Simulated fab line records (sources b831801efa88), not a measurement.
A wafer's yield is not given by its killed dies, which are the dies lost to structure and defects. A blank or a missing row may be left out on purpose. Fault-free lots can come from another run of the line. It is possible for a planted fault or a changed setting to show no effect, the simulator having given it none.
A struck lot beside a sound one -- flow sky130 -- 28 out of 708 route steps
Sound: the wafers L498.1, L498.2, L498.4. Wafers struck: L509.1, L509.3, L509.6. At the end, the cause is stated.
Each step with rows lists, per side, the tool, then ch with its chambers, then its first start. Under that, the readings that differ: sound wafers -- struck wafers -- difference of the means -- sigmas: that difference in standard deviations of wafers without a fault.
alike: words and numbers the same on both sides, and readings whose means are apart by under 2 such deviations; not compared: readings that were withheld, readings missing a value for some wafer, numbers with overlapping values and no deviation given by the record, and bounds like >300 which may hide the same value.
The two part at a step that has a row with sigmas, a row that says differs or no value, or rows on one side only. Numbers that have no deviation but don't overlap get no sigmas and don't part them. A reading that every wafer of one side lacks parts them only if that side has two wafers or more.

SKY_VIA4_ETCH_12: etches SiO2 in C4F8/O2/Ar, stops on TiN, target depth 580 nm.
  sound on rie diel-01 ch 0,1,3, day 44 23:40; struck on rie diel-01 ch 0,1, day 47 08:05
  alike: bias w, chamber pressure mTorr, oes product au
SKY_VIA4_STRIP_13: strips in O2/N2.
  sound on plasma asher-03 ch 0,1, day 44 23:44; struck on plasma asher-03 ch 0,1, day 47 08:10
  alike: chamber pressure mTorr, drypump motor current A, oes product au, strip time to endpoint s
  not compared: rf hours counter h
then, 3 steps without rows for these wafers: SKY_VIA4_STRIP_14 (strips in post etch residue remover, time 1200 s); SKY_VIA4_CLEAN_15 (cleans in IPA, time 180 s); SKY_VIA4_CLEAN_16 (cleans in O3/DIW).
SKY_VIA4_SPUTTER_17: material TiN, target thk 20 nm, time 80 s.
  sound on pvd sputter-04, day 45 00:20; struck on pvd sputter-02, day 47 09:07
  alike: chamber pressure pa, throttle valve pct
SKY_VIA4_CVD_18: deposits W, target thk 505 nm, time 152.14 s.
  sound on cvd w-01 ch 0,1, day 45 00:24; struck on cvd w-01 ch 0,1, day 47 09:10
  alike: heater power w
SKY_VIA4_RS_MEAS_19: the measuring method here is four-point-probe.
  sound on film metro-02, day 45 00:33; struck on film metro-01, day 47 09:19
  alike: VIA4_W_RS
SKY_VIA4_THK_MEAS_20: measures by xrf.
  sound on film metro-02, day 45 00:40; struck on film metro-01, day 47 09:26
  alike: VIA4_W_THK
SKY_VIA4_CMP_21: polishes, stops on SiO2, t overpolish 25 s, target thk 0 nm.
  sound on cmp-01 ch 0,2,3, day 45 00:44; struck on cmp-02 ch 1,3, day 47 09:33
  alike: head pressure psi, motor current A, overpolish run s, time to endpoint s
then, 2 steps without rows for these wafers: SKY_METAL5_SPUTTER_00 (material Ti, target thk 15 nm, time 10 s); SKY_METAL5_SPUTTER_01 (material TiN, target thk 20 nm, time 16.7 s).
SKY_METAL5_SPUTTER_02: material AlCu, target thk 1150 nm, time 61.2 s.
  sound on pvd sputter-03, day 45 01:05; struck on pvd sputter-03, day 47 09:51
reading,sound,struck,difference,sigmas
chamber pressure pa (Pa),0.3982 0.4006 0.3982,0.4655 0.4646 0.4651,+0.0661,+80
throttle valve pct (%),30.1 30.6 31.4,29.1 27.6 27.9,-2.5,-4
model.AlCu_of_METAL5_SPUTTER_02.thk nm (nm),1134 1133 1127,1088 1096 1091,-40,
then, 2 steps without rows for these wafers: SKY_METAL5_SPUTTER_03 (material Ti, target thk 5 nm, time 3.3 s); SKY_METAL5_SPUTTER_04 (material TiN, target thk 70 nm, time 58.3 s).
SKY_METAL5_RS_MEAS_05: the measuring method here is four-point-probe.
  sound on film metro-01, day 45 01:11; struck on film metro-04, day 47 09:58
reading,sound,struck,difference,sigmas
METAL5_ALCU_RS (ohm/sq),0.0274 0.0275 0.0277,0.0288 0.0286 0.0287,+0.0012,+4
SKY_METAL5_THK_MEAS_06: measures by xrf.
  sound on film metro-01, day 45 01:19; struck on film metro-04, day 47 10:05
reading,sound,struck,difference,sigmas
METAL5_ALCU_THK (nm),1147 1137 1134,1095 1104 1101,-39,-3
then, 8 steps without rows for these wafers: SKY_METAL5_DEHYDRATE_07 (time 60 s); SKY_METAL5_HMDS_08 (prime time 60 s); SKY_METAL5_COAT_09 (resist thk 1800 nm); SKY_METAL5_SOFTBAKE_10 (time 60 s); SKY_METAL5_EXPOSE_11 (exposes mask MM5, target cd 1600 nm); SKY_METAL5_PEB_12; SKY_METAL5_DEVELOP_13 (develop time 60 s); SKY_METAL5_DESCUM_14 (chemistry O2, time 11 s).
SKY_METAL5_METAL_ETCH_15: etches the open film in Cl2/BCl3, stops on SiO2, target depth 1260 nm, time 252 s.
  sound on rie metal-03 ch 0,1, day 45 21:52; struck on rie metal-03 ch 0,1, day 48 06:23
reading,sound,struck,difference,sigmas
oes product au (a.u.),0.896 0.893 0.895,0.884 0.881 0.876,-0.014,-3
model.etch.depth nm (nm),1264 1263 1258,1217 1225 1221,-41,
model.METAL5.feature depth nm (nm),1264 1263 1258,1217 1225 1221,-41,
  alike: bcl3 flow sccm, bias w, chamber pressure mTorr, drypump motor current A, throttle valve pct
  not compared: rf hours counter h
then, 1 step without rows for these wafers: SKY_METAL5_STRIP_16 (strips in O2/N2).
SKY_PAD_OPEN_PROBE_99:
  sound on prober-01, day 47 18:13; struck on prober-01, day 49 22:28
reading,sound,struck,difference,sigmas
model.etest.met5.rs ohm sq,0.02775 0.02772 0.0278,0.02845 0.0281 0.02872,+0.00067,
model.etest.met5.line ohm um,0.01738 0.01732 0.0174,0.01783 0.01757 0.01792,+0.00041,
  alike: defect limited yield, killed_at_M0_to_M3, killed_at_M4_up, killed at contacts, killed at front end, killed at other, killed dies, killed open, killed short, sort_bin_3_pad_short, sort_bin_5_function, sort_bin_6_memory, sort n pass, sort yield pct

WHERE THEY PART
First at SKY_METAL5_SPUTTER_02; last, within this record, at SKY_METAL5_METAL_ETCH_15. Later steps at which nothing parts them and some readings are alike: SKY_PAD_OPEN_PROBE_99.

WHY: the cause the simulator had injected
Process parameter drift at SKY_METAL5_SPUTTER_02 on pvd sputter-03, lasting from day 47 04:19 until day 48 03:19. The setting chamber pressure pa was moved by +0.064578, starting from 0.4. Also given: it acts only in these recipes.
